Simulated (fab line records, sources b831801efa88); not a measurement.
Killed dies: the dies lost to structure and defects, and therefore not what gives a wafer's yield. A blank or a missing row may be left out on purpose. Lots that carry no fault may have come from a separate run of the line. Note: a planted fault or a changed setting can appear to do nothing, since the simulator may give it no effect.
Comparing a struck lot with a sound one	flow sfq-line	26 out of 325 route steps
Sound: the wafers L270.4, L270.5, L270.6. Wafers L283.1, L283.3, L283.6 were the ones struck. At the end, the cause is stated.
For every step that has rows: the tool of each side, followed by ch and its chambers, followed by its first start. Under that, the readings that differ: sound wafers	struck wafers	difference of the means	sigmas: that difference in standard deviations of wafers without a fault.
alike: readings whose means differ by less than 2 such deviations, and words and numbers that are the same on both sides. not compared: withheld readings, readings that some wafer has no value for, bounds like >300 that may hide the same value, and numbers for which the record gives no deviation and whose values overlap.
Wherever a step has rows on one side only, a row that says differs or no value, or a row with sigmas, the two part there. When numbers do not overlap yet have no deviation, they are printed without sigmas and do not part them. A reading missing from all wafers of one side parts the sides only when that side holds two or more wafers.

SFQ_L0_RS_MEAS_901: measures by four-point-probe.
  struck on film-metro-03, day 4 10:34; sound on film-metro-03, day 1 17:37
  alike: L0_MONX_KI_RS
SFQ_L0_THK_MEAS_902: measures by xrf.
  struck on film-metro-03, day 4 10:41; sound on film-metro-03, day 1 17:43
  alike: L0_MONX_KI_THK
then, 6 steps without rows for these wafers: SFQ_TRILAYER_L0_LITHO_COAT_010 (resist thk 62 nm); SFQ_TRILAYER_L0_LITHO_COAT_005 (resist thk 600 nm); SFQ_TRILAYER_L0_LITHO_SOFTBAKE_009; SFQ_TRILAYER_L0_LITHO_EXPOSE_006 (exposes mask L0, target cd 2000 nm); SFQ_TRILAYER_L0_LITHO_PEB_008 (peb time 60 s); SFQ_TRILAYER_L0_LITHO_DEVELOP_007 (time 60 s).
SFQ_TRILAYER_L0_BARC_OPEN_METAL_ETCH_010: etches BARC in O2, target depth 125 nm, time 41.7 s.
  sound on rie-metal-02 ch 0,1, day 2 06:02; struck on rie-metal-01 ch 0,1, day 5 02:50
  alike: drypump-motor-current-A, oes-product-au
  not compared: rf-hours-counter-h
SFQ_TRILAYER_L0_ETCH_METAL_ETCH_008: etches MoNx KI in SF6/O2, stops on SiO2, target depth 50 nm, time 25 s.
  sound on rie-metal-02 ch 0,1, day 2 06:05; struck on rie-metal-01 ch 0,1, day 5 02:54
  alike: drypump-motor-current-A, oes-product-au
  not compared: rf-hours-counter-h
SFQ_TRILAYER_L0_STRIP_STRIP_009: strips in O2.
  sound on rie-metal-02 ch 0,1, day 2 06:19; struck on rie-metal-01 ch 0,1, day 5 02:56
  alike: drypump-motor-current-A, oes-product-au
  not compared: rf-hours-counter-h
then, 1 step without rows for these wafers: SFQ_TRILAYER_L0_STRIP_SOLV_CLEAN_010 (cleans in NMP, time 600 s).
SFQ_TRILAYER_L0_CAP_PECVD_011: deposits SiO2 from SiH4/N2O, time 13.333 s, target thk 60 nm.
  sound on pecvd-04 ch 0,1,2, day 2 06:55; struck on pecvd-03 ch 0,1,2, day 5 03:55
  alike: heater-power-outer-w, heater-power-w, throttle-valve-pct
then, 6 steps without rows for these wafers: SFQ_TRILAYER_L0_VIA_LITHO_COAT_018 (resist thk 62 nm); SFQ_TRILAYER_L0_VIA_LITHO_COAT_013 (resist thk 650 nm); SFQ_TRILAYER_L0_VIA_LITHO_SOFTBAKE_017; SFQ_TRILAYER_L0_VIA_LITHO_EXPOSE_014 (exposes mask L0V, target cd 700 nm); SFQ_TRILAYER_L0_VIA_LITHO_PEB_016 (peb time 60 s); SFQ_TRILAYER_L0_VIA_LITHO_DEVELOP_015 (time 60 s).
-- the record jumps here: 5 days lie between the struck wafers' starts before and after --
SFQ_L0V_OVL_MEAS_903:
  struck on overlay-02, day 10 02:49; sound on overlay-02, day 5 01:32
  alike: L0V_OVL
then, 1 step without rows for these wafers: SFQ_TRILAYER_L0_VIA_BARC_OPEN_VIA_ETCH_021 (etches BARC in O2, target depth 125 nm, time 41.7 s).
SFQ_TRILAYER_L0_VIA_ETCH_VIA_ETCH_016: etches SiO2 in CHF3, stops on MoNx KI, target depth 80 nm.
  sound on rie-diel-02 ch 0,1,3, day 5 01:36; struck on rie-diel-02 ch 2,3, day 10 02:54
reading	sound	struck	difference	sigmas
oes-product-au (a.u.)	0.860 0.847 0.845	0.984 1.001 1.007	+0.147	+19
model.etch.depth-nm (nm)	61.29 61.05 60.53	78.72 80.2 79.61	+18.55	
model.L0V.feature-depth-nm (nm)	61.29 61.05 60.53	78.72 80.2 79.61	+18.55	
  alike: drypump-motor-current-A
SFQ_TRILAYER_L0_VIA_STRIP_STRIP_017: strips in O2.
  sound on rie-metal-04 ch 0,1, day 5 01:50; struck on rie-metal-03 ch 0,1, day 10 02:56
  alike: drypump-motor-current-A, oes-product-au
  not compared: rf-hours-counter-h
then, 1 step without rows for these wafers: SFQ_TRILAYER_L0_VIA_STRIP_SOLV_CLEAN_018 (cleans in NMP, time 600 s).
SFQ_TRILAYER_M0_DEP_PRE_CLEAN_020: time 15 s.
  struck on pvd-sputter-03, day 10 03:43; sound on pvd-sputter-03, day 5 02:25
reading	sound	struck	difference	sigmas
model.SiO2_of_TRILAYER_L0_CAP_PECVD_011.thk-nm (nm)	56.29 56.05 55.53	116.3 115.7 117.2	+60.4	
SFQ_TRILAYER_M0_DEP_SPUTTER_019: material Nb, target thk 200 nm, time 133.3 s.
  struck on pvd-sputter-03, day 10 03:44; sound on pvd-sputter-03, day 5 02:26
  alike: chamber-pressure-pa, throttle-valve-pct

== WHERE THEY PART ==
At SFQ_TRILAYER_L0_VIA_ETCH_VIA_ETCH_016 and nowhere else, as far as this record goes. Later steps at which nothing parts them and some readings are alike: SFQ_TRILAYER_L0_VIA_STRIP_STRIP_017, SFQ_TRILAYER_M0_DEP_SPUTTER_019.

WHY: what had been put in by the simulator
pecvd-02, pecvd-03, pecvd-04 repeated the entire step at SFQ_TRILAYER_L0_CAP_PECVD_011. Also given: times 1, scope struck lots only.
